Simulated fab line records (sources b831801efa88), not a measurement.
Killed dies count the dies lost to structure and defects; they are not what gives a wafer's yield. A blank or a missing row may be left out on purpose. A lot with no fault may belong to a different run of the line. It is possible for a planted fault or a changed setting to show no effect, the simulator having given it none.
Struck lot and sound lot, side by side :: flow gf180mcu :: 17 out of 602 route steps
Sound: these wafers, L335.1, L335.4, L335.6. Struck: wafers L346.2, L346.5, L346.6. Last of all comes the cause.
Per side, at each step with rows, come the tool, then ch with its chambers, and then its first start. Under that, the readings that differ: sound wafers :: struck wafers :: difference of the means :: sigmas: that difference in standard deviations of wafers without a fault.
alike: same words and numbers on both sides, and readings whose means sit less than 2 such deviations apart. not compared: any withheld reading, any reading some wafer has no value for, any bound like >300 that may hide the same value, and any number with overlapping values for which the record gives no deviation.
Wherever a step has rows on one side only, a row that says differs or no value, or a row with sigmas, the two part there. Numbers that don't overlap but have no deviation are shown without sigmas and don't part them. A reading that every wafer of one side lacks parts them only if that side has two wafers or more.

first, 4 steps without rows for these wafers: GF_M3_SOFTBAKE_10 (time 60 s); GF_M3_EXPOSE_11 (exposes mask Metal3, target cd 280 nm); GF_M3_PEB_12 (peb time 90 s); GF_M3_DEVELOP_13 (develop time 60 s).
GF_M3_CD_MEAS_14: target cd 280 nm.
  sound on cd-sem-01, day 23 14:29; struck on cd-sem-02, day 27 04:27
  alike: cd-nm
GF_M3_OVL_MEAS_15:
  sound on overlay-01, day 23 14:37; struck on overlay-01, day 27 04:34
  alike: M3_OVL
GF_M3_METAL_ETCH_16: etches the open film in Cl2/BCl3, stops on SiO2, target depth 750.8 nm, time 125.1 s.
  sound on rie-metal-01 ch 0, day 23 14:39; struck on rie-metal-03 ch 0,1, day 27 04:35
  alike: drypump-motor-current-A, oes-product-au, throttle-valve-pct
  not compared: rf-hours-counter-h
GF_M3_STRIP_17: strips in O2/N2.
  sound on plasma-asher-01 ch 0,1, day 23 14:47; struck on plasma-asher-01 ch 0,1, day 27 04:46
  alike: drypump-motor-current-A, heater-power-w, oes-product-au, strip-time-to-endpoint-s
  not compared: rf-hours-counter-h
then, 3 steps without rows for these wafers: GF_M3_STRIP_18 (strips in post etch residue remover, time 1200 s); GF_M3_CLEAN_19 (cleans in DIW); GF_V3_CVD_00 (deposits SiO2, target thk 600 nm, time 100 s).
GF_V3_THK_MEAS_01:
  sound on film-metro-03, day 23 15:23; struck on film-metro-03, day 27 05:22
  alike: V3_CVD_00_THK
GF_V3_CVD_02: deposits SiO2 from TEOS, target thk 850 nm, time 94.851 s.
  sound on pecvd-03 ch 1,2, day 23 15:27; struck on pecvd-04 ch 0,1,2, day 27 05:25
reading: run-length-s (s)
sound: 122.4 121.8 122.8
struck: 112.8 112.4 111.6
difference: -10.1
sigmas: -21

reading: model.SiO2_of_V3_CVD_02.thk-nm (nm)
sound: 840.4 848.1 845.7
struck: 742.9 759.7 759.5
difference: -90.7
sigmas: 
  alike: heater-power-w
GF_V3_THK_MEAS_03:
  sound on film-metro-04, day 23 15:31; struck on film-metro-02, day 27 05:44
reading: V3_CVD_02_THK (nm)
sound: 840 849 846
struck: 742 760 759
difference: -91
sigmas: -9
  not compared: hold
GF_V3_CMP_04: polishes SiO2.
  sound on cmp-02 ch 0,1,2, day 23 15:35; struck on cmp-02 ch 0,2,3, day 27 10:41
reading: hold
sound: - - -
struck: await-dispo/4.8h/release await-dispo/4.8h/release await-dispo/4.8h/release
difference: no value on the sound wafers
sigmas: 

reading: time-to-endpoint-s (s)
sound: 76 72 76
struck: 40 45 44
difference: -32
sigmas: -6
  alike: motor-current-A, slurry-filter-dp-kPa
GF_V3_BOW_MEAS_05:
  sound on film-metro-04, day 23 15:53; struck on film-metro-04, day 27 10:59
  alike: V3_BOW
GF_PASSIVATION_PROBE_99:
  the record has rows for the sound wafers here (prober-02, day 30 20:25) and none for the struck ones

== WHERE THEY PART ==
First at GF_V3_CVD_02; last, within this record, at GF_PASSIVATION_PROBE_99.

WHY: what the simulator had put in
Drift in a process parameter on pecvd-04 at GF_V3_CVD_02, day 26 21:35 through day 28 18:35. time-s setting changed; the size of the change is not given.
